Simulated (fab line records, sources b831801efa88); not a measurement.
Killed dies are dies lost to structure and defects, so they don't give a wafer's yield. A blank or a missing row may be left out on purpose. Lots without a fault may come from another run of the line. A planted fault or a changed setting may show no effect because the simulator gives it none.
Which tool did it? | flow sky130 | 24 lots, 72 wafers sampled, at 6 steps of a route of 708

WHAT THE GAUGES READ, wafer by wafer
SKY_VIA1_CD_MEAS_12: target cd 150 nm.
lot  | measured     | on        | cd_nm (nm)
L074 | day 34 01:55 | cd_sem-01 | 150.2 150.4 150.3
L075 | day 34 12:13 | cd_sem-01 | 148.0 149.0 149.6
L076 | day 34 15:46 | cd_sem-02 | 151.1 153.1 151.5
L077 | day 35 08:44 | cd_sem-01 | 154.4 151.8 153.8
L079 | day 36 04:49 | cd_sem-01 | 150.1 147.1 148.2
L078 | day 36 06:05 | cd_sem-02 | 150.2 148.8 150.2
L080 | day 36 11:25 | cd_sem-01 | 148.4 149.2 150.3
L081 | day 36 12:56 | cd_sem-01 | 148.4 147.3 147.3
L082 | day 36 15:24 | cd_sem-01 | 152.1 151.6 151.6
L083 | day 37 01:38 | cd_sem-02 | 147.4 148.4 149.4
L084 | day 37 11:36 | cd_sem-02 | 150.5 151.1 150.8
L085 | day 37 16:32 | cd_sem-02 | 150.0 149.2 148.6
L087 | day 38 01:05 | cd_sem-02 | 146.1 146.9 147.9
L086 | day 38 00:45 | cd_sem-01 | 149.7 151.2 153.0
L088 | day 38 12:40 | cd_sem-01 | 150.1 149.6 151.2
L089 | day 38 13:50 | cd_sem-02 | 148.4 149.9 149.7
L090 | day 39 04:31 | cd_sem-02 | 151.4 151.5 149.5
L091 | day 39 09:47 | cd_sem-01 | 150.1 148.5 152.0
L092 | day 39 16:20 | cd_sem-01 | 150.7 149.2 150.8
L093 | day 39 23:47 | cd_sem-02 | 149.5 150.6 149.1
L095 | day 40 11:06 | cd_sem-02 | 150.2 151.6 149.9
L094 | day 40 12:41 | cd_sem-02 | 149.6 148.2 150.4
L096 | day 40 22:08 | cd_sem-01 | 150.8 151.3 150.9
L097 | day 41 03:27 | cd_sem-01 | 151.0 151.2 152.2

SKY_VIA1_OVL_MEAS_13.
lot  | measured     | on         | VIA1_OVL (nm)
L074 | day 34 02:01 | overlay-02 | 2 0 -4
L075 | day 34 12:20 | overlay-01 | 9 7 5
L076 | day 34 15:52 | overlay-02 | -5 -5 -9
L077 | day 35 08:50 | overlay-01 | -2 1 -3
L079 | day 36 04:55 | overlay-02 | -3 -10 -6
L078 | day 36 06:10 | overlay-02 | 15 13 13
L080 | day 36 11:31 | overlay-01 | 7 8 5
L081 | day 36 13:04 | overlay-01 | -3 5 2
L082 | day 36 15:29 | overlay-01 | -1 6 0
L083 | day 37 01:46 | overlay-02 | -1 -4 0
L084 | day 37 11:41 | overlay-01 | 9 6 8
L085 | day 37 16:40 | overlay-02 | -7 -5 -3
L087 | day 38 01:11 | overlay-01 | -4 3 0
L086 | day 38 00:50 | overlay-02 | 0 -5 -5
L088 | day 38 12:47 | overlay-02 | 5 3 5
L089 | day 38 13:58 | overlay-02 | 5 4 6
L090 | day 39 04:38 | overlay-01 | 9 8 12
L091 | day 39 09:52 | overlay-02 | 8 5 5
L092 | day 39 16:28 | overlay-01 | 0 -3 -3
L093 | day 39 23:55 | overlay-01 | 5 10 10
L095 | day 40 11:11 | overlay-01 | 2 4 1
L094 | day 40 12:49 | overlay-01 | 2 0 14
L096 | day 40 22:14 | overlay-02 | -3 1 0
L097 | day 41 03:32 | overlay-01 | -3 -3 -2

SKY_VIA2_OVL_MEAS_13.
lot  | measured     | on         | VIA2_OVL (nm)
L074 | day 36 10:47 | overlay-01 | 9 3 9
L075 | day 36 20:25 | overlay-01 | 10 -2 16
L076 | day 36 22:23 | overlay-02 | 7 6 3
L077 | day 37 16:11 | overlay-01 | -1 4 -7
L079 | day 38 10:52 | overlay-02 | 7 1 6
L078 | day 38 12:51 | overlay-01 | 11 1 12
L080 | day 38 17:23 | overlay-02 | 1 4 11
L081 | day 38 18:58 | overlay-01 | -4 -6 4
L082 | day 38 20:30 | overlay-02 | 8 -3 6
L083 | day 39 07:43 | overlay-01 | 12 4 8
L084 | day 39 17:26 | overlay-02 | 13 14 20
L085 | day 39 22:40 | overlay-01 | 1 6 1
L087 | day 40 07:04 | overlay-01 | 4 9 10
L086 | day 40 06:25 | overlay-01 | 4 3 6
L088 | day 40 17:31 | overlay-01 | 14 5 10
L089 | day 40 18:44 | overlay-01 | 1 8 6
L090 | day 41 09:10 | overlay-01 | -5 -6 2
L091 | day 41 14:50 | overlay-01 | 2 6 11
L092 | day 41 20:37 | overlay-01 | 3 -3 6
L093 | day 42 03:23 | overlay-01 | 4 -4 3
L095 | day 42 15:02 | overlay-02 | 1 1 2
L094 | day 42 20:16 | overlay-01 | 4 4 9
L096 | day 43 01:04 | overlay-02 | -1 6 3
L097 | day 43 06:32 | overlay-01 | 1 6 -4

SKY_PAD_OPEN_BOW_MEAS_13.
lot  | measured     | on            | PAD_OPEN_BOW (um)
L074 | day 45 22:22 | film_metro-04 | 62 51 46
L075 | day 46 04:07 | film_metro-04 | 50 45 35
L076 | day 46 08:47 | film_metro-01 | 55 57 56
L077 | day 46 21:01 | film_metro-01 | 49 41 44
L079 | day 47 12:19 | film_metro-01 | 49 37 29
L078 | day 47 14:30 | film_metro-01 | 35 42 45
L080 | day 47 18:43 | film_metro-01 | 53 32 44
L081 | day 47 19:47 | film_metro-03 | 45 36 42
L082 | day 47 20:49 | film_metro-01 | 42 53 48
L083 | day 48 06:45 | film_metro-04 | 64 70 56
L084 | day 48 13:31 | film_metro-03 | 53 42 43
L085 | day 48 17:27 | film_metro-03 | 37 55 38
L087 | day 48 23:35 | film_metro-03 | 40 47 43
L086 | day 48 20:58 | film_metro-04 | 53 53 47
L088 | day 49 05:42 | film_metro-03 | 53 42 41
L089 | day 49 07:07 | film_metro-01 | 59 63 66
L090 | day 49 20:10 | film_metro-01 | 34 41 28
L091 | day 49 22:43 | film_metro-04 | 61 44 36
L092 | day 50 02:31 | film_metro-03 | 48 53 43
L093 | day 50 08:57 | film_metro-01 | 30 46 34
L095 | day 50 15:33 | film_metro-04 | 36 29 41
L094 | day 50 19:08 | film_metro-04 | 48 48 43
L096 | day 50 22:53 | film_metro-03 | 41 48 49
L097 | day 51 02:04 | film_metro-04 | 43 54 44

WHICH TOOL RAN EACH LOT (tool, then ch and the chambers of the sampled wafers, then the start)
lot  | SKY_LI_CONTACT_ETCH_15             | SKY_METAL3_STRIP_19
L074 | rie_diel-03 ch 0,1,3, day 29 07:49 | plasma_asher-04 ch 1, day 38 15:47
L075 | rie_diel-04 ch 0,1,3, day 29 17:28 | plasma_asher-02 ch 0,1, day 39 01:16
L076 | rie_diel-02 ch 0,1,3, day 30 00:02 | plasma_asher-02 ch 0, day 39 04:49
L077 | rie_diel-04 ch 2,3, day 30 15:25   | plasma_asher-04 ch 0,1, day 39 22:05
L079 | rie_diel-03 ch 2,3, day 31 10:19   | plasma_asher-02 ch 0,1, day 40 15:56
L078 | rie_diel-04 ch 0,3, day 31 11:11   | plasma_asher-04 ch 0,1, day 40 18:19
L080 | rie_diel-04 ch 2,3, day 31 17:38   | plasma_asher-04 ch 0,1, day 40 21:34
L081 | rie_diel-04 ch 1,3, day 31 18:38   | plasma_asher-02 ch 0,1, day 40 22:55
L082 | rie_diel-04 ch 0,1,2, day 31 23:17 | plasma_asher-02 ch 0,1, day 41 00:27
L083 | rie_diel-03 ch 0,1,3, day 32 10:23 | plasma_asher-02 ch 0,1, day 41 11:56
L084 | rie_diel-04 ch 1,2, day 32 20:32   | plasma_asher-03 ch 0,1, day 41 21:11
L085 | rie_diel-02 ch 1,2,3, day 33 00:02 | plasma_asher-03 ch 0,1, day 42 01:30
L087 | rie_diel-02 ch 0,2,3, day 33 09:38 | plasma_asher-04 ch 0,1, day 42 09:50
L086 | rie_diel-02 ch 0,1,2, day 33 10:43 | plasma_asher-02 ch 0,1, day 42 09:10
L088 | rie_diel-03 ch 0,1, day 33 21:17   | plasma_asher-02 ch 0,1, day 42 19:58
L089 | rie_diel-02 ch 1,2,3, day 34 00:14 | plasma_asher-04 ch 0,1, day 42 20:44
L090 | rie_diel-04 ch 1,2, day 34 14:01   | plasma_asher-02 ch 0,1, day 43 11:16
L091 | rie_diel-02 ch 0,1,2, day 34 21:59 | plasma_asher-04 ch 0,1, day 43 16:46
L092 | rie_diel-03 ch 0,2, day 35 03:13   | plasma_asher-04 ch 0,1, day 43 21:28
L093 | rie_diel-03 ch 1,2,3, day 35 11:11 | plasma_asher-04 ch 0,1, day 44 04:23
L095 | rie_diel-04 ch 0,3, day 35 23:38   | plasma_asher-04 ch 0,1, day 44 15:29
L094 | rie_diel-03 ch 2,3, day 36 01:32   | plasma_asher-04 ch 0, day 44 19:31
L096 | rie_diel-02 ch 1,2,3, day 36 12:32 | plasma_asher-03 ch 0,1, day 45 00:16
L097 | rie_diel-02 ch 0,2,3, day 36 16:40 | plasma_asher-02 ch 0,1, day 45 05:19
- SKY_LI_CONTACT_ETCH_15: etches PSG in C4F8/O2/Ar, stops on Si, target depth 600 nm.
- SKY_METAL3_STRIP_19: strips in O2/N2.

WHAT THE TOOLS THEMSELVES READ (means of the sampled wafers that have a number; where no wafer has one, the mark that the record gives instead)
SKY_LI_CONTACT_ETCH_15.
lot  | tool        | oes_product_au (a.u.)
L074 | rie_diel-03 | 0.839
L075 | rie_diel-04 | 0.833
L076 | rie_diel-02 | 0.832
L077 | rie_diel-04 | 0.837
L079 | rie_diel-03 | 0.838
L078 | rie_diel-04 | 0.839
L080 | rie_diel-04 | 0.841
L081 | rie_diel-04 | 0.835
L082 | rie_diel-04 | 0.837
L083 | rie_diel-03 | 0.833
L084 | rie_diel-04 | 0.836
L085 | rie_diel-02 | 0.833
L087 | rie_diel-02 | 0.837
L086 | rie_diel-02 | 0.840
L088 | rie_diel-03 | 0.838
L089 | rie_diel-02 | 0.840
L090 | rie_diel-04 | 0.837
L091 | rie_diel-02 | 0.838
L092 | rie_diel-03 | 0.839
L093 | rie_diel-03 | 0.838
L095 | rie_diel-04 | 0.838
L094 | rie_diel-03 | 0.837
L096 | rie_diel-02 | 0.834
L097 | rie_diel-02 | 0.841

SKY_METAL3_STRIP_19.
lot  | tool            | drypump_motor_current_A (A) | oes_product_au (a.u.) | strip_time_to_endpoint_s (s)
L074 | plasma_asher-04 | 6.4                         | 0.500                 | 6.50
L075 | plasma_asher-02 | 5.9                         | 0.493                 | 6.44
L076 | plasma_asher-02 | 5.9                         | 0.496                 | 6.36
L077 | plasma_asher-04 | 6.1                         | 0.502                 | 6.57
L079 | plasma_asher-02 | 5.9                         | 0.507                 | 6.65
L078 | plasma_asher-04 | 5.5                         | 0.501                 | 6.43
L080 | plasma_asher-04 | 6.0                         | 0.505                 | 6.52
L081 | plasma_asher-02 | 5.9                         | 0.498                 | 6.43
L082 | plasma_asher-02 | 5.9                         | 0.504                 | 6.61
L083 | plasma_asher-02 | 5.9                         | 0.501                 | 6.52
L084 | plasma_asher-03 | 6.2                         | 0.503                 | 6.54
L085 | plasma_asher-03 | 6.4                         | 0.506                 | 6.63
L087 | plasma_asher-04 | 5.6                         | 0.509                 | 6.57
L086 | plasma_asher-02 | 5.9                         | 0.503                 | 6.57
L088 | plasma_asher-02 | 5.9                         | 0.503                 | 6.51
L089 | plasma_asher-04 | 6.0                         | 0.498                 | 6.45
L090 | plasma_asher-02 | 5.9                         | 0.509                 | 6.69
L091 | plasma_asher-04 | 6.0                         | 0.508                 | 6.68
L092 | plasma_asher-04 | 5.5                         | 0.509                 | 6.63
L093 | plasma_asher-04 | 5.5                         | 0.502                 | 6.50
L095 | plasma_asher-04 | 5.5                         | 0.505                 | 6.57
L094 | plasma_asher-04 | 5.1                         | 0.499                 | 6.56
L096 | plasma_asher-03 | 6.2                         | 0.498                 | 6.48
L097 | plasma_asher-02 | 5.9                         | 0.510                 | 6.63

THE ANSWER, worked out from the rows above alone
Rule: what is usual is taken from the lots themselves. Put in order of their means at a reading, lots are off if they are a third of the lots or fewer, leave a main group of 4 or more, and stand apart from it by a gap of 3 or more times the standard deviation of the main group's means; of several such gaps the widest counts. A main group whose means are all the same, to the digits that the tables above print for the reading, isn't used. A lot without any number at a reading at which 4 lots or more have one is off too. The other lots that the step has rows for count as sound. The gauges are gone through in route order, then the tools' own readings, and for those a lot's mean is taken as printed above. The first step at which some lot is off is used, and at that step the reading that is off furthest; a lot without a number counts as furthest.
No lot is off at any reading shown: from this, nothing can be told.

WHAT THE SIMULATOR HAD PUT IN
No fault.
